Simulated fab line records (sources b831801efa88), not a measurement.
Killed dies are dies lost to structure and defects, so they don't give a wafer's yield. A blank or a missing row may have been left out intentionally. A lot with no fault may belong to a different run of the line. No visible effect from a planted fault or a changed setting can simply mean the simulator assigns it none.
What tool caused it?	flow gf180mcu	Sampling: 12 lots, 35 wafers, 4 of 602 route steps

WHAT THE GAUGES READ, wafer by wafer
GF_V4_BOW_MEAS_05. Usual: V4_BOW 135 um, standard deviation 8.5.
lot	measured	on	V4_BOW (um)	flag
L865	day 23 22:15	film metro-03	129 135 127	
L866	day 24 17:44	film metro-03	145 143 144	
L870	day 26 09:02	film metro-03	120 126 140	
L872	day 26 14:51	film metro-03	139 136 134	
L874	day 27 07:57	film metro-03	133 133 134	
L875	day 27 09:19	film metro-04	122 132 128	
L876	day 27 20:57	film metro-03	136 139 148	
L878	day 28 08:16	film metro-03	137 141 137	
L879	day 28 15:20	film metro-01	130 136 140	
L883	day 29 15:07	film metro-03	135 138 132	
L884	day 29 21:35	film metro-01	143 127	
L886	day 30 13:33	film metro-03	130 132 126	

GF_MIM_RS_MEAS_10: measures by four-point-probe. Usual: MIM_ALCU_RS 0.1604 ohm/sq, standard deviation 0.0025.
lot	measured	on	MIM_ALCU_RS (ohm/sq)	flag
L865	day 24 22:21	film metro-04	0.1599 0.1583 0.1594	
L866	day 25 16:57	film metro-04	0.1573 0.1585 0.1622	
L870	day 27 04:54	film metro-02	0.1587 0.1537 0.1590	
L872	day 27 12:10	film metro-04	0.1640 0.1666 0.1593	
L874	day 28 05:48	film metro-02	0.1624 0.1602 0.1572	
L875	day 28 06:38	film metro-02	0.1616 0.1578 0.1596	
L876	day 28 18:29	film metro-04	0.1580 0.1564 0.1557	
L878	day 29 05:54	film metro-04	0.1612 0.1588 0.1616	
L879	day 29 12:22	film metro-04	0.1644 0.1638 0.1637	
L883	day 30 11:53	film metro-01	0.1609 0.1621 0.1557	
L884	day 30 17:44	film metro-02	0.1616 0.1601	
L886	day 31 09:32	film metro-04	0.1604 0.1597 0.1599	

EACH LOT AND THE TOOL THAT RAN IT (in order: tool; ch and the chambers of the sampled wafers; start)
lot	GF_MIM_SPUTTER_02	GF_MIM_SPUTTER_08
L865	pvd sputter-02, day 24 22:04	pvd sputter-02, day 24 22:17
L866	pvd sputter-01, day 25 16:40	pvd sputter-02, day 25 16:53
L870	pvd sputter-02, day 27 04:37	pvd sputter-01, day 27 04:51
L872	pvd sputter-02, day 27 11:53	pvd sputter-01, day 27 12:07
L874	pvd sputter-01, day 28 05:30	pvd sputter-02, day 28 05:44
L875	pvd sputter-01, day 28 06:19	pvd sputter-02, day 28 06:32
L876	pvd sputter-01, day 28 18:13	pvd sputter-02, day 28 18:26
L878	pvd sputter-01, day 29 05:36	pvd sputter-02, day 29 05:50
L879	pvd sputter-02, day 29 12:05	pvd sputter-01, day 29 12:19
L883	pvd sputter-02, day 30 11:37	pvd sputter-01, day 30 11:50
L884	pvd sputter-01, day 30 17:23	pvd sputter-02, day 30 17:37
L886	pvd sputter-01, day 31 09:16	pvd sputter-04, day 31 09:29
- GF_MIM_SPUTTER_02: material AlCu, target thk 450 nm, time 23.9 s.
- GF_MIM_SPUTTER_08: material AlCu, target thk 200 nm, time 10.6 s.

WHAT THE TOOLS THEMSELVES READ (means of the sampled wafers that have a number; where no wafer has one, the mark that the record gives instead)
GF_MIM_SPUTTER_02. Usual: 29.7 % for throttle valve pct, sd 1.1.
lot	tool	throttle valve pct (%)	flag
L865	pvd sputter-02	30.6	
L866	pvd sputter-01	29.3	
L870	pvd sputter-02	31.5	
L872	pvd sputter-02	30.7	
L874	pvd sputter-01	29.3	
L875	pvd sputter-01	29.3	
L876	pvd sputter-01	28.6	
L878	pvd sputter-01	28.8	
L879	pvd sputter-02	30.2	
L883	pvd sputter-02	30.5	
L884	pvd sputter-01	28.5	
L886	pvd sputter-01	29.4	

GF_MIM_SPUTTER_08. Usual: 30.1 % for throttle valve pct, sd 1.1.
lot	tool	throttle valve pct (%)	flag
L865	pvd sputter-02	30.8	
L866	pvd sputter-02	31.4	
L870	pvd sputter-01	28.9	
L872	pvd sputter-01	29.3	
L874	pvd sputter-02	31.2	
L875	pvd sputter-02	30.5	
L876	pvd sputter-02	30.8	
L878	pvd sputter-02	30.0	
L879	pvd sputter-01	29.0	
L883	pvd sputter-01	28.8	
L884	pvd sputter-02	30.5	
L886	pvd sputter-04	31.4	

THE ANSWER, worked out from the rows above alone
Rule: take the mean of a lot's wafers that have a number; if it is more than 3 standard deviations from the usual mean, the lot is off. Also off: a lot with no number at a reading for which 4 or more lots have one. All remaining lots with rows at the step are treated as sound. First the gauges in route order, then the tools' own readings, where a lot's mean is used as printed above. The first step at which some lot is off is used, and at that step the reading that is off furthest; a lot without a number counts as furthest.
None of the lots is off at any reading shown; this tells nothing.

WHAT WAS PUT IN BY THE SIMULATOR
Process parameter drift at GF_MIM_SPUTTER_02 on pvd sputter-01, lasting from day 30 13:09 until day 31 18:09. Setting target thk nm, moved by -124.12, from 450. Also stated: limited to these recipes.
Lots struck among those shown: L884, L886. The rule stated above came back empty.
